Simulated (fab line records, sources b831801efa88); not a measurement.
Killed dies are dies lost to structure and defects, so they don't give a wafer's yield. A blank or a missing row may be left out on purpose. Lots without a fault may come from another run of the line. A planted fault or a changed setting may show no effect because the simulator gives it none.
fab line records | flow sky130
record lots=5 wafers=15 last_day=49
route steps=708 shown VIA1@473 METAL2@483
lots that met no fault: from a run of the same line without faults
start_h: hours from the record's first day to the start of the lot's first wafer shown | wait_h: hours since the lot's step before | " the same as in the row above | L1.1+2: a row that stands for several wafers | - no value, or no start given | * or withheld: withheld | < > ~ a bound
route shown NAME@n: a module of which the file shows steps, and the number in the route of the first | usual: mean/standard deviation of fault-free wafers | same: alike in all rows | chamber/n: place in a boat | sites: the reading at each site | _std_site: their standard deviation | _edge_site: outer sites' mean less inner sites' | radius_mm: how far each site lies from the wafer's centre | mask NAME#n: copy n | behind: the tool/chamber that last shaped the wafer | hold: why the lot was held/for how many hours/how that ended | device: the transistor (n, p or np) that didn't switch | end of line: the same wafers' tests at the end of the route | a step without rows: its recipe alone | killed: dies lost to structure and defects at the first sort, not the wafer's yield | map: a wafer's dies, x killed, . not, _ none there
set.NAME: the setting as run; set.NAME@STEP: as run at that earlier step | model.NAME: the simulator's own value behind a step, which no gauge read
lots at some steps of the route; a table a step, a row a wafer
services: from which hour (start_h, from the record's first day; less than 0 if before it) a tool's chamber was out of use, for how many hours, and why
## steps
# step SKY_VIA1_ETCH_15
# recipe target=SiO2 chemistry=C4F8/O2/Ar target_depth_nm=351 stop_on=TiN mask_material=KrF-thick source_w=1500 bias_w=1200 pressure_mtorr=40 c4f8_flow_sccm=withheld O2_flow_sccm=6 Ar_flow_sccm=300 time_s=54
# step SKY_VIA1_STRIP_16
# recipe chemistry=O2/N2 power_w=1400 pressure_mtorr=1500 platen_temp_c=withheld o2_flow_sccm=3000 n2_flow_sccm=300 overash_fraction=0.5
# step SKY_VIA1_STRIP_17
# recipe chemistry=post_etch_residue_remover time_s=1200 temp_c=72.5
# step SKY_VIA1_CLEAN_18
# recipe chemistry=IPA time_s=180 temp_c=25
# step SKY_VIA1_CLEAN_19
# recipe chemistry=O3/DIW dry=n2_spin
# step SKY_VIA1_SPUTTER_20
# recipe material=TiN target_thk_nm=20 chamber_pressure_pa=5 power_w=4000 time_s=80
# usual chamber_pressure_pa=5.001/0.0094 throttle_valve_pct=30.0/1.3
# columns lot.wafer tool chamber start_h wait_h chamber_pressure_pa throttle_valve_pct
L677.4 pvd_sputter-04 - 824.29 0.0 5.003 31.8
L677.5 " - " " 4.999 31.0
L677.6 " - " " 5.002 30.6
L680.3 pvd_sputter-03 - 832.63 0.0 4.998 31.1
L680.4 " - " " 5.003 29.2
L680.5 " - " " 5.011 31.0
L683.2 pvd_sputter-04 - 857.09 0.0 4.995 30.3
L683.4 " - " " 4.993 32.0
L683.5 " - " " 4.976 30.7
L692.1 pvd_sputter-04 - 912.52 0.0 5.003 28.5
L692.3 " - " " 4.978 30.4
L692.6 " - " " 5.005 30.9
L693.4 pvd_sputter-01 - 918.84 0.0 5.001 30.2
L693.5 " - " " 4.999 28.6
L693.6 " - " " 4.998 30.2
# step SKY_VIA1_CVD_21
# recipe material=W target_thk_nm=270 time_s=80.902 temp_c=400 pressure_torr=40
# usual heater_power_w=837/42
# columns lot.wafer tool chamber start_h wait_h heater_power_w
L677.4 cvd_w-02 1 824.38 0.1 887
L677.5 " 0 " " 768
L677.6 " 1 " " 840
L680.3 cvd_w-01 0 832.72 0.1 851
L680.4 " 1 " " 879
L680.5 " 1 " " 845
L683.2 cvd_w-02 1 857.15 0.0 845
L683.4 " 1 " " 841
L683.5 " 0 " " 765
L692.1 cvd_w-01 1 912.63 0.1 867
L692.3 " 0 " " 825
L692.6 " 1 " " 844
L693.4 cvd_w-01 1 918.93 0.1 862
L693.5 " 1 " " 877
L693.6 " 0 " " 835
# step SKY_VIA1_RS_MEAS_22
# recipe thk_meas_gauge=four-point-probe reads=W_of_VIA1_CVD_21+TiN_of_VIA1_SPUTTER_20
# usual VIA1_W_RS=0.427/0.0045
# columns lot.wafer tool chamber start_h wait_h VIA1_W_RS[ohm/sq]
L677.4 film_metro-01 - 824.50 0.1 0.428
L677.5 " - " " 0.429
L677.6 " - " " 0.429
L680.3 film_metro-04 - 832.83 0.1 0.426
L680.4 " - " " 0.418
L680.5 " - " " 0.427
L683.2 film_metro-03 - 857.26 0.1 0.428
L683.4 " - " " 0.429
L683.5 " - " " 0.419
L692.1 film_metro-03 - 912.72 0.1 0.419
L692.3 " - " " 0.418
L692.6 " - " " 0.423
L693.4 film_metro-03 - 919.06 0.1 0.425
L693.5 " - " " 0.423
L693.6 " - " " 0.424
# step SKY_VIA1_THK_MEAS_23
# recipe thk_meas_gauge=xrf reads=W_of_VIA1_CVD_21
# usual VIA1_W_THK=274/4
# columns lot.wafer tool chamber start_h wait_h VIA1_W_THK[nm]
L677.4 film_metro-01 - 824.59 0.1 269
L677.5 " - " " 273
L677.6 " - " " 270
L680.3 film_metro-04 - 832.93 0.1 275
L680.4 " - " " 280
L680.5 " - " " 274
L683.2 film_metro-03 - 857.37 0.1 277
L683.4 " - " " 276
L683.5 " - " " 283
L692.1 film_metro-03 - 912.84 0.1 283
L692.3 " - " " 281
L692.6 " - " " 279
L693.4 film_metro-03 - 919.15 0.1 278
L693.5 " - " " 279
L693.6 " - " " 279
# step SKY_VIA1_CMP_24
# recipe stop_on=SiO2 t_overpolish_s=15 down_force_psi=3.5 platen_rpm=60 target_thk_nm=0 pad_velocity_m_s=0.94248
# step SKY_METAL2_SPUTTER_00
# recipe material=Ti target_thk_nm=15 power_w=3000 time_s=10 chamber_pressure_pa=0.4
# step SKY_METAL2_SPUTTER_01
# recipe material=TiN target_thk_nm=20 power_w=6500 time_s=16.7 chamber_pressure_pa=0.4
# usual chamber_pressure_pa=0.4000/0.00076 throttle_valve_pct=30.0/1.4
# columns lot.wafer tool chamber start_h wait_h chamber_pressure_pa throttle_valve_pct
L677.4 pvd_sputter-02 - 824.95 0.0 0.4004 27.8
L677.5 " - " " 0.4008 30.7
L677.6 " - " " 0.3993 29.7
L680.3 pvd_sputter-04 - 833.29 0.0 0.4000 32.0
L680.4 " - " " 0.4005 28.8
L680.5 " - " " 0.4001 32.1
L683.2 pvd_sputter-01 - 857.74 0.0 0.3999 31.2
L683.4 " - " " 0.4010 30.1
L683.5 " - " " 0.4008 30.5
L692.1 pvd_sputter-04 - 913.43 0.0 0.3992 31.7
L692.3 " - " " 0.4004 30.9
L692.6 " - " " 0.4002 32.1
L693.4 pvd_sputter-02 - 919.51 0.0 0.4005 31.4
L693.5 " - " " 0.3994 27.5
L693.6 " - " " 0.4000 30.3
# step SKY_METAL2_SPUTTER_02
# recipe material=AlCu target_thk_nm=250 power_w=10600 time_s=13.3 chamber_pressure_pa=0.4
# usual chamber_pressure_pa=0.3999/0.00082 throttle_valve_pct=30.0/1.5
# columns lot.wafer tool chamber start_h wait_h chamber_pressure_pa throttle_valve_pct model.AlCu_of_METAL2_SPUTTER_02.thk_nm
L677.4 pvd_sputter-02 - 824.97 0.0 0.3995 27.7 252.2
L677.5 " - " " 0.4000 30.4 252.2
L677.6 " - " " 0.3997 30.1 251.2
L680.3 pvd_sputter-04 - 833.31 0.0 0.4001 32.0 249.4
L680.4 " - " " 0.3998 28.4 251.1
L680.5 " - " " 0.3997 32.0 249.8
L683.2 pvd_sputter-01 - 857.77 0.0 0.4001 31.2 249.9
L683.4 " - " " 0.3999 30.2 249.6
L683.5 " - " " 0.3989 30.3 249
L692.1 pvd_sputter-04 - 913.45 0.0 0.4004 31.9 249.1
L692.3 " - " " 0.3985 31.0 250.1
L692.6 " - " " 0.3995 31.9 250.6
L693.4 pvd_sputter-02 - 919.54 0.0 0.3994 31.1 252.2
L693.5 " - " " 0.4019 27.5 250.4
L693.6 " - " " 0.4015 30.1 482.5
# step SKY_METAL2_SPUTTER_03
# recipe material=Ti target_thk_nm=5 power_w=3000 time_s=3.3 chamber_pressure_pa=0.4
# step SKY_METAL2_SPUTTER_04
# recipe material=TiN target_thk_nm=70 power_w=6500 time_s=58.3 chamber_pressure_pa=0.4
# step SKY_METAL2_RS_MEAS_05
# recipe thk_meas_gauge=four-point-probe reads=TiN_of_METAL2_SPUTTER_04+Ti_of_METAL2_SPUTTER_03+AlCu_of_METAL2_SPUTTER_02+TiN_of_METAL2_SPUTTER_01+Ti_of_METAL2_SPUTTER_00
# usual METAL2_ALCU_RS=0.1268/0.0012
# columns lot.wafer tool chamber start_h wait_h hold METAL2_ALCU_RS[ohm/sq]
L677.4 film_metro-02 - 825.12 0.1 - 0.1257
L677.5 " - " " - 0.1256
L677.6 " - " " - 0.1261
L680.3 film_metro-02 - 833.45 0.1 - 0.1270
L680.4 " - " " - 0.1262
L680.5 " - " " - 0.1268
L683.2 film_metro-02 - 857.88 0.0 - 0.1268
L683.4 " - " " - 0.1268
L683.5 " - " " - 0.1270
L692.1 film_metro-04 - 913.55 0.0 - 0.1269
L692.3 " - " " - 0.1266
L692.6 " - " " - 0.1263
L693.4 film_metro-04 - 919.68 0.1 await_dispo/0.2h/release 0.1256
L693.5 " - " " await_dispo/0.2h/release 0.1265
L693.6 " - " " await_dispo/0.2h/release 0.0649
L693.4 film_metro-04 - 919.96 0.3 - 0.1255
L693.5 " - " " - 0.1264
L693.6 " - " " - 0.0648
# step SKY_METAL2_THK_MEAS_06
# recipe thk_meas_gauge=xrf reads=AlCu_of_METAL2_SPUTTER_02
# usual METAL2_ALCU_THK=245/3.4
# columns lot.wafer tool chamber start_h wait_h hold METAL2_ALCU_THK[nm]
L677.4 film_metro-02 - 825.21 0.1 - 248
L677.5 " - " " - 246
L677.6 " - " " - 247
L680.3 film_metro-02 - 833.55 0.1 - 244
L680.4 " - " " - 247
L680.5 " - " " - 244
L683.2 film_metro-02 - 857.99 0.1 - 243
L683.4 " - " " - 243
L683.5 " - " " - 240
L692.1 film_metro-04 - 913.67 0.1 - 246
L692.3 " - " " - 249
L692.6 " - " " - 249
L693.4 film_metro-04 - 922.53 2.5 await_dispo/0.2h/release 249
L693.5 " - " " await_dispo/0.2h/release 249
L693.6 " - " " await_dispo/0.2h/release 476
L693.4 film_metro-04 - 922.75 0.2 - 249
L693.5 " - " " - 249
L693.6 " - " " - 475
# step SKY_METAL2_HMDS_08
# recipe prime_time_s=60 prime_temp_c=120
# step SKY_METAL2_COAT_09
# recipe resist=BARC temp_c=withheld time_s=withheld spin_rpm=3000 resist_thk_nm=60
# step SKY_METAL2_COAT_10
# recipe resist=KrF-thick spin_rpm=3000 resist_thk_nm=450
# step SKY_METAL2_SOFTBAKE_11
# recipe temp_c=100 time_s=90 resist=KrF-thick
# step SKY_METAL2_EXPOSE_12
# recipe mask_id=MM2 na=0.8 source_shape=annular sigma_inner=0.55 sigma_outer=0.85 target_cd_nm=140 dose_mj=28
# step SKY_METAL2_PEB_13
# recipe peb_temp_c=withheld peb_time_s=withheld resist=KrF-thick
# step SKY_METAL2_DEVELOP_14
# recipe develop_time_s=60 resist=KrF-thick dev_temp_c=21
# step SKY_METAL2_CD_MEAS_15
# recipe target_cd_nm=140
# usual cd_nm=140.2/1.3
# columns lot.wafer tool chamber start_h wait_h cd_nm
L677.4 cd_sem-01 - 851.47 - 141.1
L677.5 " - " " 140.8
L677.6 " - " " 140.9
L680.3 cd_sem-02 - 859.92 - 141.0
L680.4 " - " " 140.3
L680.5 " - " " 139.2
L683.2 cd_sem-02 - 883.98 - 141.3
L683.4 " - " " 142.5
L683.5 " - " " 142.8
L692.1 cd_sem-01 - 937.99 - 138.4
L692.3 " - " " 137.1
L692.6 " - " " 138.7
L693.4 cd_sem-02 - 944.65 - 138.7
L693.5 " - " " 140.1
L693.6 " - " " 139.1
# step SKY_METAL2_OVL_MEAS_16
# usual METAL2_OVL=2/4
# columns lot.wafer tool chamber start_h wait_h METAL2_OVL[nm]
L677.4 overlay-02 - 851.54 0.1 -1
L677.5 " - " " 3
L677.6 " - " " 4
L680.3 overlay-02 - 860.02 0.1 7
L680.4 " - " " 8
L680.5 " - " " 8
L683.2 overlay-02 - 884.08 0.1 7
L683.4 " - " " 1
L683.5 " - " " -4
L692.1 overlay-02 - 938.11 0.1 6
L692.3 " - " " 8
L692.6 " - " " 8
L693.4 overlay-02 - 944.73 0.1 4
L693.5 " - " " 7
L693.6 " - " " 7
# step SKY_METAL2_DESCUM_17
# recipe chemistry=O2 source_power_w=150 bias_power_w=0 pressure_mtorr=10 temp_c=40 time_s=8
# usual drypump_motor_current_A=5.9/0.39 oes_product_au=0.999/0.0091
# columns lot.wafer tool chamber start_h wait_h drypump_motor_current_A oes_product_au rf_hours_counter_h
L677.4 rie_metal-01 0 851.57 0.0 4.9 0.999 -
L677.5 " 0 " " 4.9 1.008 -
L677.6 " 1 " " 5.9 1.002 -
L680.3 rie_metal-01 1 860.05 0.0 5.9 1.005 -
L680.4 " 0 " " 4.9 1.006 -
L680.5 " 1 " " 5.9 1.000 -
L683.2 rie_metal-03 0 884.11 0.0 6.2 0.993 9
L683.4 " 1 " " 5.6 0.999 -
L683.5 " 1 " " 5.6 1.005 -
L692.1 rie_metal-04 0 938.15 0.0 5.9 0.992 14
L692.3 " 0 " " 5.9 0.995 -
L692.6 " 1 " " 6.2 0.996 -
L693.4 rie_metal-01 1 944.76 0.0 5.9 0.992 -
L693.5 " 1 " " 5.9 1.004 -
L693.6 " 0 " " 4.9 1.006 -
# step SKY_METAL2_ETCH_18
# recipe chemistry=N2/H2 target=BARC ion_energy_ev=200 bias_w=100 pressure_mtorr=30 n2_flow_sccm=100 h2_flow_sccm=200 icp_w=500 stop_on=SiO2 time_s=45.9 target_depth_a=600
# step SKY_METAL2_METAL_ETCH_19
# recipe target_depth_a=3600 stop_on=SiO2 over_etch_frac=0.3 time_s=78 chemistry=Cl2/BCl3 resist_sidewall_deg=88 pressure_mtorr=10 icp_w=900 bias_w=48.5 Cl2_flow_sccm=60 bcl3_flow_sccm=30
# usual drypump_motor_current_A=5.9/0.39 oes_product_au=0.854/0.0057 throttle_valve_pct=22.264/0.0096
# columns lot.wafer tool chamber start_h wait_h drypump_motor_current_A oes_product_au rf_hours_counter_h throttle_valve_pct
L677.4 rie_metal-01 0 851.69 0.1 4.9 0.851 - 22.269
L677.5 " 0 " " 4.9 0.867 - 22.256
L677.6 " 1 " " 5.9 0.856 - 22.265
L680.3 rie_metal-01 1 860.17 0.1 5.9 0.857 - 22.264
L680.4 " 0 " " 4.9 0.854 - 22.255
L680.5 " 1 " " 5.9 0.863 - 22.248
L683.2 rie_metal-03 0 884.21 0.0 6.2 0.858 9 22.261
L683.4 " 1 " " 5.6 0.865 - 22.259
L683.5 " 1 " " 5.6 0.854 - 22.246
L692.1 rie_metal-04 0 938.24 0.0 5.9 0.853 14 22.269
L692.3 " 0 " " 5.9 0.857 - 22.273
L692.6 " 1 " " 6.2 0.853 - 22.275
L693.4 rie_metal-01 1 944.87 0.1 5.9 0.859 - 22.278
L693.5 " 1 " " 5.9 0.858 - 22.252
L693.6 " 0 " " 4.9 1.000 - 22.259
# step SKY_METAL2_STRIP_20
# recipe chemistry=O2/N2 power_w=1400 pressure_mtorr=1500 platen_temp_c=withheld o2_flow_sccm=3000 n2_flow_sccm=300 overash_fraction=0.5
# usual drypump_motor_current_A=5.80/0.28 oes_product_au=0.343/0.005 strip_time_to_endpoint_s=2.71/0.039
# columns lot.wafer tool chamber start_h wait_h drypump_motor_current_A oes_product_au rf_hours_counter_h strip_time_to_endpoint_s
L677.4 plasma_asher-04 0 851.78 0.1 5.59 0.338 - 2.66
L677.5 " 0 " " 5.60 0.344 - 2.66
L677.6 " 1 " " 5.92 0.340 - 2.70
L680.3 plasma_asher-04 1 860.26 0.1 5.92 0.355 - 2.78
L680.4 " 0 " " 5.57 0.347 - 2.75
L680.5 " 1 " " 5.92 0.353 - 2.73
L683.2 plasma_asher-04 0 884.30 0.1 5.58 0.348 108 2.75
L683.4 " 1 " " 5.93 0.348 - 2.71
L683.5 " 0 " " 5.57 0.346 - 2.74
L692.1 plasma_asher-04 1 938.33 0.1 5.90 0.340 114 2.76
L692.3 " 0 " " 5.58 0.350 - 2.77
L692.6 " 1 " " 5.89 0.342 - 2.68
L693.4 plasma_asher-04 1 944.97 0.1 5.94 0.342 - 2.70
L693.5 " 1 " " 5.94 0.345 - 2.69
L693.6 " 0 " " 5.61 0.336 - 2.70
## services
# columns tool chamber start_h hours kind
rie_metal-03 - 812.70 2.8 pm
pvd_sputter-04 - 814.13 1.9 repair
pvd_sputter-01 3 832.76 - consumable_replace:kit
pvd_sputter-01 3 832.76 18.0 scheduled_down
pvd_sputter-01 3 832.76 18.0 vent_cycle
pvd_sputter-03 - 846.57 15.1 repair
pvd_sputter-03 - 854.84 0.6 repair
cvd_w-02 - 862.06 4.0 repair
pvd_sputter-04 - 880.64 1.4 repair
cvd_w-02 - 904.00 14.0 pm
cvd_w-02 0 904.00 14.0 vent_cycle
cvd_w-02 1 904.00 14.0 vent_cycle
pvd_sputter-02 0 904.30 - consumable_replace:kit
pvd_sputter-02 0 904.30 18.0 scheduled_down
pvd_sputter-02 0 904.30 18.0 vent_cycle
cvd_w-02 0 918.00 - clean
cvd_w-02 1 918.00 - clean
pvd_sputter-03 - 918.33 2.0 repair
pvd_sputter-04 3 919.01 - consumable_replace:kit
pvd_sputter-04 3 919.01 18.0 scheduled_down
pvd_sputter-04 3 919.01 18.0 vent_cycle
cvd_w-01 - 932.08 0.4 repair
rie_metal-01 0 933.63 4.5 repair
pvd_sputter-01 - 943.34 2.3 repair
## key
first_sign step=SKY_METAL2_RS_MEAS_05 reading=visit direction=added
effect step=SKY_METAL2_RS_MEAS_05 reading=METAL2_ALCU_RS direction=down sigmas=50 usual=0.1268 struck=0.0649
effect step=SKY_METAL2_THK_MEAS_06 reading=visit direction=added
effect step=SKY_METAL2_THK_MEAS_06 reading=METAL2_ALCU_THK direction=up sigmas=68 usual=245 struck=476
effect step=SKY_METAL2_METAL_ETCH_19 reading=oes_product_au direction=up sigmas=25 usual=0.854 struck=1.000
model_effect step=SKY_METAL2_SPUTTER_02 value=AlCu_of_METAL2_SPUTTER_02.thk_nm without=246.9 struck=482.5
met_at SKY_METAL2_SPUTTER_02
struck_wafers L693.6
later_rows_left_out L693.6
sort_left_out L693.6
onset_between 824.97 919.54
fault kind=process_parameter_drift tool=pvd_sputter-02 chamber=- onset_h=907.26 steps=SKY_METAL2_SPUTTER_02 channel=target_thk_nm offset=235.61 shape=step end_h=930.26 acts_in=these_recipes_only stated=250 scope=struck_wafers_only
# sort_left_out: the simulated sort isn't trusted on such a fault, so these wafers' sort isn't shown, and their yield isn't known
# later_rows_left_out: the simulator's readings of these wafers behind a module that went badly wrong aren't trusted and aren't shown, but for the sort
